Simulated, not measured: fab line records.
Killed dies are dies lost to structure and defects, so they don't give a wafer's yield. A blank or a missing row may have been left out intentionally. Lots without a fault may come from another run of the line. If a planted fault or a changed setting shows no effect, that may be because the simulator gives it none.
A struck lot beside a sound one / flow sky130 / 32 out of 708 route steps
Sound: wafers L918.1, L918.2, L918.3. Wafers struck: L926.3, L926.4, L926.5. The cause is named last.
At each step with rows: each side's tool, then ch and its chambers, then its first start. Under that, the readings that differ: sound wafers / struck wafers / difference of the means / sigmas: that difference in standard deviations of wafers without a fault.
alike: readings whose means differ by less than 2 such deviations, and words and numbers that are the same on both sides. not compared: withheld readings, readings that some wafer has no value for, bounds like >300 that may hide the same value, and numbers for which the record gives no deviation and whose values overlap.
Wherever a step has rows on one side only, a row that says differs or no value, or a row with sigmas, the two part there. Numbers that don't overlap but have no deviation are shown without sigmas and don't part them. A reading that every wafer of one side lacks parts them only if that side has two wafers or more.

SKY_PWDE_OVL_MEAS_07:
  sound on overlay-02, day 4 09:38; struck on overlay-01, day 6 09:40
  alike: PWDE_OVL
next, for these wafers, 1 step has no rows: SKY_PWDE_IMPLANT_08.
SKY_PWDE_STRIP_09: strips in O2/N2.
  sound on plasma_asher-01 ch 0,1, day 4 09:49; struck on plasma_asher-01 ch 0,1, day 6 09:52
  alike: drypump_motor_current_A, oes_product_au, strip_time_to_endpoint_s
  not compared: rf_hours_counter_h
SKY_PWDE_TW_MEAS_10:
  sound on film_metro-03, day 4 09:55; struck on film_metro-04, day 6 09:58
  alike: PWDE_TW
then, 7 steps without rows for these wafers: SKY_NWELL_DEHYDRATE_03 (time 60 s); SKY_NWELL_HMDS_04 (prime time 60 s); SKY_NWELL_COAT_05 (resist thk 3000 nm); SKY_NWELL_SOFTBAKE_06; SKY_NWELL_EXPOSE_07 (exposes mask NWM, target cd 840 nm); SKY_NWELL_PEB_08; SKY_NWELL_DEVELOP_09 (develop time 60 s).
SKY_NWELL_OVL_MEAS_10:
  sound on overlay-01, day 5 02:49; struck on overlay-01, day 7 05:51
  alike: NWELL_00_OVL
SKY_NWELL_IMPLANT_11:
  sound on implanter-03 ch 0, day 5 02:52; struck on implanter-03 ch 0, day 7 05:55
reading=beam_energy_keV; sound=400.01 400.19 400.06; struck=359.90 359.89 360.03; difference=-40.15; sigmas=-99 or more
reading=model.implant.rp_nm (nm); sound=486.2 486.2 486.2; struck=442 442 442; difference=-44; sigmas=
reading=model.implant.drp_nm (nm); sound=116.9 116.9 116.9; struck=110.3 110.3 110.3; difference=-6.6; sigmas=
then, 2 steps without rows for these wafers: SKY_NWELL_IMPLANT_12; SKY_NWELL_IMPLANT_13.
SKY_NWELL_STRIP_14: strips in O2/N2.
  sound on plasma_asher-01 ch 0,1, day 5 03:19; struck on plasma_asher-01 ch 0,1, day 7 06:21
  alike: drypump_motor_current_A, oes_product_au, strip_time_to_endpoint_s
  not compared: rf_hours_counter_h
SKY_NWELL_TW_MEAS_15:
  sound on film_metro-03, day 5 03:25; struck on film_metro-04, day 7 06:26
  alike: NWELL_TW
then, 7 steps without rows for these wafers: SKY_NWELL_DEHYDRATE_16 (time 60 s); SKY_NWELL_HMDS_17 (prime time 60 s); SKY_NWELL_COAT_18 (resist thk 3000 nm); SKY_NWELL_SOFTBAKE_19; SKY_NWELL_EXPOSE_20 (exposes mask NWM COMPLEMENT, target cd 840 nm); SKY_NWELL_PEB_21; SKY_NWELL_DEVELOP_22 (develop time 60 s).
SKY_NWELL_OVL_MEAS_23:
  sound on overlay-01, day 5 21:41; struck on overlay-02, day 8 01:48
  alike: NWELL_01_OVL
next, for these wafers, 1 step has no rows: SKY_NWELL_IMPLANT_24.
SKY_NWELL_STRIP_25: strips in O2/N2.
  sound on plasma_asher-02 ch 0,1, day 5 21:52; struck on plasma_asher-04 ch 0,1, day 8 02:00
  alike: drypump_motor_current_A, oes_product_au, strip_time_to_endpoint_s
  not compared: rf_hours_counter_h
SKY_NWELL_TW_MEAS_26:
  sound on film_metro-03, day 5 21:58; struck on film_metro-03, day 8 02:05
  alike: NWELL_2_TW
then, 1 step without rows for these wafers: SKY_NWELL_CLEAN_27 (cleans in SC1/SC2, time 150 s).
SKY_NWELL_RTA_28: time 30 s.
  sound on rtp_anneal-02 ch 0, day 5 22:05; struck on rtp_anneal-02 ch 0, day 8 02:14
  alike: lamp_power_pct, wafer_temp_C_max
SKY_NWELL_RS_MEAS_29: uses a four-point probe to measure.
  sound on film_metro-02, day 5 22:11; struck on film_metro-03, day 8 02:42
reading=NWELL_RS (ohm/sq); sound=625.9 624.9 625.1; struck=644.3 643.7 644.5; difference=+18.9; sigmas=+11
  not compared: hold
-- the record jumps here: 41 days lie between the struck wafers' starts before and after (it left off in module NWELL and takes up again in module PAD_OPEN, whose first step shown is number 708 of the route) --
SKY_PAD_OPEN_PROBE_99:
  sound on prober-02, day 46 07:33; struck on prober-02, day 48 15:26
reading=killed_at_contacts; sound=29 25 27; struck=12 18 20; difference=-10; sigmas=-2
reading=model.etest.pfet_16v.r_on_ohm_um; sound=1.49e+04 1.492e+04 1.518e+04; struck=1.584e+04 1.587e+04 1.584e+04; difference=+8.500e+02; sigmas=
reading=model.etest.res_nwell.line_ohm_um; sound=1185 1172 1183; struck=1589 1588 1584; difference=+407; sigmas=
reading=model.etest.res_nwell.rs_ohm_sq; sound=988.4 979 994.7; struck=1286 1272 1276; difference=+291; sigmas=
reading=model.etest.tip_p_5v.rs_ohm_sq; sound=2854 2872 2855; struck=2962 2976 2987; difference=+115; sigmas=
reading=model.etest.res_nwell.width_nm (nm); sound=833.6 836.3 833.5; struck=813.5 811.3 811.2; difference=-22.5; sigmas=
reading=model.etest.res_iso_pwell.width_nm (nm); sound=2652 2651 2654; struck=2676 2667 2661; difference=+16; sigmas=
  alike: killed_at_M0_to_M3, killed_at_M4_up, killed_at_front_end, killed_at_other, killed_dies, killed_open, killed_short
  not compared: model.etest.pfet_g5v0d10v5.r_on_ohm_um, model.etest.pfet_g5v0d10v5.drive_ua_um

## WHERE THEY PART
At SKY_NWELL_IMPLANT_11 first; at SKY_PAD_OPEN_PROBE_99 last (within this record only).

WHY: what the simulator had put in
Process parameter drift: implanter-03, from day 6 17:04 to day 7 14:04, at SKY_NWELL_IMPLANT_11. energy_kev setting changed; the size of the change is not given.
